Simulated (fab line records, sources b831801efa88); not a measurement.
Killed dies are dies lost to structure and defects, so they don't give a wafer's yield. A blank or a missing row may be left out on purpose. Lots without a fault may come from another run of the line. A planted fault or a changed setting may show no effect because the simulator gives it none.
Split-lot experiment | flow sky130 | 5 lots, 23 wafers read, on a route of 708 steps

THE SPLIT
At SKY_POLY_CUT_EXPOSE_05 (exposes mask NPCM, target cd 270 nm), the setting dose_mj was moved away from the recipe's 32 on 7 of the 23 wafers read, by +3.9% to +6.2%. The other wafers ran this setting at the recipe's value.

FROM THE SPLIT TO THE READING: what the file shows between them, 2 steps
- SKY_POLY_CUT_PEB_06
- SKY_POLY_CUT_DEVELOP_07: develop time 58.81 s

THE READING
cd_nm, in nm, at SKY_POLY_CUT_CD_MEAS_08 (target cd 270 nm). Fault-free wafers of this fab line usually give 269.9 nm, standard deviation 1.4 nm.

wafer  | tool, chamber at the split | dose_mj as run | against the recipe | cd_nm, nm | against lot-mates on the recipe
L074.1 | krf_scanner-01, 0          | 32             | recipe             | 269.9     | -
L074.2 | krf_scanner-01, 0          | 33.24          | +3.9%              | 278.3     | +8.9
L074.3 | krf_scanner-01, 0          | 33.24          | +3.9%              | 275.0     | +5.6
L074.5 | krf_scanner-01, 0          | 32             | recipe             | 269.7     | -
L074.6 | krf_scanner-01, 0          | 32             | recipe             | 268.6     | -
L079.2 | krf_scanner-02, 0          | 32             | recipe             | 269.9     | -
L079.4 | krf_scanner-02, 0          | 32             | recipe             | 268.5     | -
L079.5 | krf_scanner-02, 0          | 32             | recipe             | 270.0     | -
L082.1 | krf_scanner-02, 0          | 33.79          | +5.6%              | 279.2     | +10.3
L082.2 | krf_scanner-02, 0          | 32             | recipe             | 269.0     | -
L082.3 | krf_scanner-02, 0          | 33.79          | +5.6%              | 280.5     | +11.6
L082.4 | krf_scanner-02, 0          | 33.79          | +5.6%              | 279.1     | +10.2
L082.6 | krf_scanner-02, 0          | 32             | recipe             | 268.8     | -
L081.1 | krf_scanner-02, 0          | 32             | recipe             | 271.7     | -
L081.2 | krf_scanner-02, 0          | 32             | recipe             | 270.5     | -
L081.3 | krf_scanner-02, 0          | 32             | recipe             | 270.8     | -
L081.4 | krf_scanner-02, 0          | 32             | recipe             | 271.4     | -
L081.6 | krf_scanner-02, 0          | 32             | recipe             | 270.1     | -
L084.1 | krf_scanner-01, 0          | 32             | recipe             | 268.8     | -
L084.2 | krf_scanner-01, 0          | 32             | recipe             | 270.4     | -
L084.3 | krf_scanner-01, 0          | 32             | recipe             | 270.3     | -
L084.4 | krf_scanner-01, 0          | 33.98          | +6.2%              | 278.8     | +9.0
L084.6 | krf_scanner-01, 0          | 33.98          | +6.2%              | 280.6     | +10.8

THE FIT
A straight line over all 23 wafers: cd_nm changes by +1.67 nm for each +1% of dose_mj; r = +0.97; the points scatter about the line by 1.1 nm.
The same after taking each lot's own level away (the mean of its wafers on the recipe; 23 wafers): +1.78 nm for each +1%; r = +0.98; scatter 0.94 nm.
On that fit, the largest move of dose_mj shifts the reading by 11 nm.
The lots' own levels span 268.90 to 270.90 nm, that is 1.4 times the standard deviation above.
So the lot-to-lot level changes the slope little: the two slopes agree.
Check: with one of the wafers moved furthest among these (+6.2%) left out of the fit, the line predicts +11.5 nm for it against its lot-mates. It came out at +8.97 nm against them.

OTHER SPLITS ON THESE WAFERS
These wafers also went through other splits before the reading. Each is held against what the fit with the lots' levels taken away leaves over:
other split on the same wafers      | wafers away from the commonest value | r with cd_nm (lot level and that fit taken away)
SKY_LDD_P_DEVELOP_06 develop_time_s | 10                                   | +0.21
SKY_LDD_HVN_IMPLANT_08 energy_kev   | 7                                    | -0.06
SKY_LDD_HVP_IMPLANT_08 energy_kev   | 8                                    | -0.02
SKY_LDD_LDN_IMPLANT_09 energy_kev   | 11                                   | -0.25
SKY_LDD_LDN_IMPLANT_10 energy_kev   | 8                                    | +0.07

THE WHOLE CHAIN: every reading that the file lists as answering this split, in the file's order
step                    | what it does                                                         | reading                                                         | change (the file's fit)              | r (the file's)
SKY_POLY_CUT_DEVELOP_07 | develop time 58.81 s                                                 | POLY_CUT.cd_nm (the simulator's own value, which no gauge read) | +1.79 nm for each +1% of the setting | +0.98
SKY_POLY_CUT_CD_MEAS_08 | target cd 270 nm                                                     | cd_nm                                                           | +1.76 nm for each +1% of the setting | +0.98
SKY_POLY_CUT_ETCH_10    | etches BARC in N2/H2, stops on SiO2, time 45.9 s, target depth 60 nm | POLY_CUT.cd_nm (the simulator's own value, which no gauge read) | +1.72 nm for each +1% of the setting | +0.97

THE FILE'S OWN FIT
cd_nm changes by +1.76 nm for each +1% of dose_mj, r = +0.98.
